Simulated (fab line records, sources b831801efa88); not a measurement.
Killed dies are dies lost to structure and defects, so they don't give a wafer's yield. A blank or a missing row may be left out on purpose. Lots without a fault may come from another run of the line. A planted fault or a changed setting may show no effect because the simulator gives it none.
fab line records | flow gf180mcu
record lots=13 wafers=39 last_day=34
route steps=602 shown HV_LDD@183 SAB@273
lots that met no fault: from a run of the same line without faults
start_h: hours from the record's first day to the start of the lot's first wafer shown | wait_h: hours since the lot's step before | " the same as in the row above | L1.1+2: a row that stands for several wafers | - no value, or no start given | * or withheld: withheld | < > ~ a bound
route shown NAME@n: a module of which the file shows steps, and the number in the route of the first | usual: mean/standard deviation of fault-free wafers | same: alike in all rows | chamber/n: place in a boat | sites: the reading at each site | _std_site: their standard deviation | _edge_site: outer sites' mean less inner sites' | radius_mm: how far each site lies from the wafer's centre | mask NAME#n: copy n | behind: the tool/chamber that last shaped the wafer | hold: why the lot was held/for how many hours/how that ended | device: the transistor (n, p or np) that didn't switch | end of line: the same wafers' tests at the end of the route | a step without rows: its recipe alone | killed: dies lost to structure and defects at the first sort, not the wafer's yield | map: a wafer's dies, x killed, . not, _ none there
set.NAME: the setting as run; set.NAME@STEP: as run at that earlier step | model.NAME: the simulator's own value behind a step, which no gauge read
steps of the route over a sample of lots; a table a step, a row a wafer
services: from which hour (start_h, from the record's first day; less than 0 if before it) a tool's chamber was out of use, for how many hours, and why
## steps
# step GF_HV_LDD_CD_MEAS_07
# recipe target_cd_nm=400
# usual cd_nm=400.0/1.8
# columns lot.wafer tool chamber start_h wait_h cd_nm
L772.1 cd_sem-01 - 213.28 0.1 402.3
L772.2 " - " " 403.1
L772.3 " - " " 402.6
L773.1 cd_sem-02 - 221.35 0.1 400.3
L773.2 " - " " 399.6
L773.5 " - " " 401.0
L774.1 cd_sem-01 - 231.63 0.1 398.5
L774.4 " - " " 399.4
L774.5 " - " " 401.2
L775.1 cd_sem-01 - 235.93 0.1 398.3
L775.2 " - " " 400.8
L775.6 " - " " 401.0
L776.1 cd_sem-01 - 247.02 0.2 400.1
L776.3 " - " " 398.4
L776.6 " - " " 398.6
L777.2 cd_sem-01 - 252.10 0.1 397.1
L777.4 " - " " 396.5
L777.5 " - " " 397.0
L778.1 cd_sem-01 - 261.83 0.1 400.4
L778.5 " - " " 401.3
L778.6 " - " " 400.4
L779.3 cd_sem-02 - 269.97 0.1 401.5
L779.4 " - " " 402.2
L779.5 " - " " 400.8
L786.1 cd_sem-01 - 322.83 0.1 398.6
L786.4 " - " " 399.5
L786.6 " - " " 399.6
L790.1 cd_sem-02 - 349.47 0.1 400.3
L790.3 " - " " 399.0
L790.5 " - " " 398.8
L791.3 cd_sem-02 - 357.76 0.1 396.5
L791.4 " - " " 396.9
L791.5 " - " " 398.5
L793.1 cd_sem-01 - 376.92 0.1 398.6
L793.3 " - " " 398.1
L793.6 " - " " 399.6
L795.1 cd_sem-02 - 386.13 0.1 398.0
L795.5 " - " " 398.9
L795.6 " - " " 399.0
# step GF_HV_LDD_OVL_MEAS_08
# usual HV_LDD_OVL=0.1/1.4
# columns lot.wafer tool chamber start_h wait_h HV_LDD_OVL[nm]
L772.1 overlay-02 - 213.40 0.1 2.1
L772.2 " - " " 2.2
L772.3 " - " " 1.3
L773.1 overlay-01 - 221.47 0.1 -0.2
L773.2 " - " " 0.5
L773.5 " - " " 0.9
L774.1 overlay-02 - 231.75 0.1 0.3
L774.4 " - " " -0.6
L774.5 " - " " -0.5
L775.1 overlay-01 - 236.05 0.1 2.6
L775.2 " - " " 2.6
L775.6 " - " " 1.6
L776.1 overlay-02 - 247.14 0.1 2.3
L776.3 " - " " 2.0
L776.6 " - " " 2.2
L777.2 overlay-02 - 252.20 0.1 0.2
L777.4 " - " " -0.6
L777.5 " - " " -0.5
L778.1 overlay-01 - 261.95 0.1 0.3
L778.5 " - " " -0.2
L778.6 " - " " -0.7
L779.3 overlay-02 - 270.06 0.1 0.4
L779.4 " - " " -0.4
L779.5 " - " " 2.4
L786.1 overlay-01 - 322.95 0.1 -0.3
L786.4 " - " " 1.6
L786.6 " - " " 1.0
L790.1 overlay-01 - 349.59 0.1 1.0
L790.3 " - " " -0.1
L790.5 " - " " 1.1
L791.3 overlay-02 - 357.86 0.1 -0.6
L791.4 " - " " -2.6
L791.5 " - " " -1.4
L793.1 overlay-01 - 377.04 0.1 0.3
L793.3 " - " " 0.3
L793.6 " - " " -0.4
L795.1 overlay-01 - 386.25 0.1 0.3
L795.5 " - " " 0.1
L795.6 " - " " 1.0
# step GF_HV_LDD_CVD_54
# recipe material=SiO2 target_thk_nm=10 precursor=TEOS temp_c=680 time_s=75 pressure_mtorr=400
# usual zone_power_bottom_pct=16.8/1.6
# columns lot.wafer tool chamber start_h wait_h zone_power_bottom_pct
L772.1 lpcvd-01 1 270.45 0.1 17.6
L772.2 " 1 " " 17.3
L772.3 " 1 " " 17.5
L773.1 lpcvd-02 0 278.28 0.1 15.3
L773.2 " 0 " " 15.4
L773.5 " 0 " " 15.6
L774.1 lpcvd-01 0 289.98 0.1 20.0
L774.4 " 0 " " 19.5
L774.5 " 0 " " 19.7
L775.1 lpcvd-01 0 295.78 0.1 19.3
L775.2 " 0 " " 19.6
L775.6 " 0 " " 19.6
L776.1 lpcvd-01 1 306.53 0.1 17.4
L776.3 " 1 " " 17.4
L776.6 " 1 " " 17.4
L777.2 lpcvd-02 0 312.73 0.1 15.4
L777.4 " 0 " " 15.7
L777.5 " 0 " " 15.5
L778.1 lpcvd-02 1 323.23 0.1 15.2
L778.5 " 1 " " 15.3
L778.6 " 1 " " 15.2
L779.3 lpcvd-01 1 333.56 0.6 17.3
L779.4 " 1 " " 17.6
L779.5 " 1 " " 17.5
L786.1 lpcvd-02 0 389.58 0.1 15.6
L786.4 " 0 " " 15.4
L786.6 " 0 " " 15.8
L790.1 lpcvd-01 0 419.73 0.1 19.5
L790.3 " 0 " " 19.6
L790.5 " 0 " " 19.4
L791.3 lpcvd-01 0 428.48 0.1 19.7
L791.4 " 0 " " 19.2
L791.5 " 0 " " 19.5
L793.1 lpcvd-01 1 450.20 0.1 17.2
L793.3 " 1 " " 17.6
L793.6 " 1 " " 17.6
L795.1 lpcvd-01 0 459.18 0.1 19.9
L795.5 " 0 " " 19.4
L795.6 " 0 " " 19.8
# step GF_HV_LDD_THK_MEAS_55
# recipe reads=SiO2_of_HV_LDD_CVD_54
# usual HV_LDD_CVD_54_THK=10.05/0.15
# columns lot.wafer tool chamber start_h wait_h HV_LDD_CVD_54_THK[nm]
L772.1 film_metro-03 - 271.47 0.0 10.04
L772.2 " - " " 10.03
L772.3 " - " " 10.02
L773.1 film_metro-04 - 279.30 0.0 10.19
L773.2 " - " " 10.19
L773.5 " - " " 10.11
L774.1 film_metro-03 - 291.51 0.0 10.06
L774.4 " - " " 10.24
L774.5 " - " " 10.10
L775.1 film_metro-03 - 296.80 0.0 10.17
L775.2 " - " " 10.38
L775.6 " - " " 10.19
L776.1 film_metro-02 - 307.55 0.0 9.93
L776.3 " - " " 9.94
L776.6 " - " " 9.86
L777.2 film_metro-02 - 313.76 0.0 9.76
L777.4 " - " " 10.00
L777.5 " - " " 9.88
L778.1 film_metro-03 - 324.25 0.0 10.15
L778.5 " - " " 9.80
L778.6 " - " " 10.14
L779.3 film_metro-03 - 335.11 0.0 9.99
L779.4 " - " " 10.02
L779.5 " - " " 10.10
L786.1 film_metro-02 - 390.60 0.0 4.49
L786.4 " - " " 4.39
L786.6 " - " " 4.34
L790.1 film_metro-04 - 421.26 0.0 9.89
L790.3 " - " " 9.84
L790.5 " - " " 9.89
L791.3 film_metro-02 - 430.03 0.0 9.91
L791.4 " - " " 10.00
L791.5 " - " " 10.02
L793.1 film_metro-02 - 451.22 0.0 10.31
L793.3 " - " " 10.20
L793.6 " - " " 10.18
L795.1 film_metro-03 - 460.20 0.0 9.97
L795.5 " - " " 10.00
L795.6 " - " " 10.03
# step GF_SAB_CD_MEAS_09
# recipe target_cd_nm=420
# usual cd_nm=418.9/2.1
# columns lot.wafer tool chamber start_h wait_h cd_nm
L772.1 cd_sem-01 - 335.47 0.1 419.2
L772.2 " - " " 417.8
L772.3 " - " " 417.1
L773.1 cd_sem-01 - 342.67 0.1 421.8
L773.2 " - " " 423.2
L773.5 " - " " 421.8
L774.1 cd_sem-01 - 357.47 0.1 418.8
L774.4 " - " " 417.4
L774.5 " - " " 418.0
L775.1 cd_sem-01 - 362.20 0.1 422.5
L775.2 " - " " 420.3
L775.6 " - " " 421.5
L776.1 cd_sem-01 - 374.27 0.1 418.2
L776.3 " - " " 419.0
L776.6 " - " " 418.0
L777.2 cd_sem-01 - 381.64 0.1 420.4
L777.4 " - " " 419.4
L777.5 " - " " 422.0
L778.1 cd_sem-01 - 393.42 0.1 415.4
L778.5 " - " " 415.0
L778.6 " - " " 417.9
L779.3 cd_sem-02 - 406.01 0.1 419.1
L779.4 " - " " 417.3
L779.5 " - " " 419.2
L786.1 cd_sem-02 - 464.57 0.1 420.5
L786.4 " - " " 422.6
L786.6 " - " " 422.5
L790.1 cd_sem-02 - 495.39 0.1 414.2
L790.3 " - " " 415.6
L790.5 " - " " 414.7
L791.3 cd_sem-01 - 505.31 0.1 423.3
L791.4 " - " " 423.3
L791.5 " - " " 423.9
L793.1 cd_sem-02 - 524.37 0.1 416.5
L793.3 " - " " 417.2
L793.6 " - " " 420.1
L795.1 cd_sem-02 - 533.02 0.1 418.7
L795.5 " - " " 421.3
L795.6 " - " " 420.2
## services
# columns tool chamber start_h hours kind
lpcvd-02 - 262.88 2.8 pm
lpcvd-01 - 386.27 6.0 pm
## key
first_sign step=GF_HV_LDD_THK_MEAS_55 reading=HV_LDD_CVD_54_THK direction=down sigmas=38 usual=10.05 struck=4.41
effect none on later readings
met_at GF_HV_LDD_CVD_54
struck_lots L786
struck_wafers L786.1,L786.4,L786.6
tester_left_out L786
not_acting_at GF_HV_LDD_CD_MEAS_07,GF_HV_LDD_OVL_MEAS_08,GF_SAB_CD_MEAS_09
onset_between 312.73 389.58
fault kind=process_parameter_drift tool=lpcvd-02 chamber=0 onset_h=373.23 steps=GF_HV_LDD_CVD_54 channel=target_thk_nm offset=-5.6094 shape=step end_h=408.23 acts_in=these_recipes_only stated=10
# tester_left_out: of these lots the tester's yield and bins aren't shown, on N5 and GAA mostly nor the transistor test; their killed dies are dies lost to structure and defects alone, not to doping, threshold or leakage, so they don't give the yield
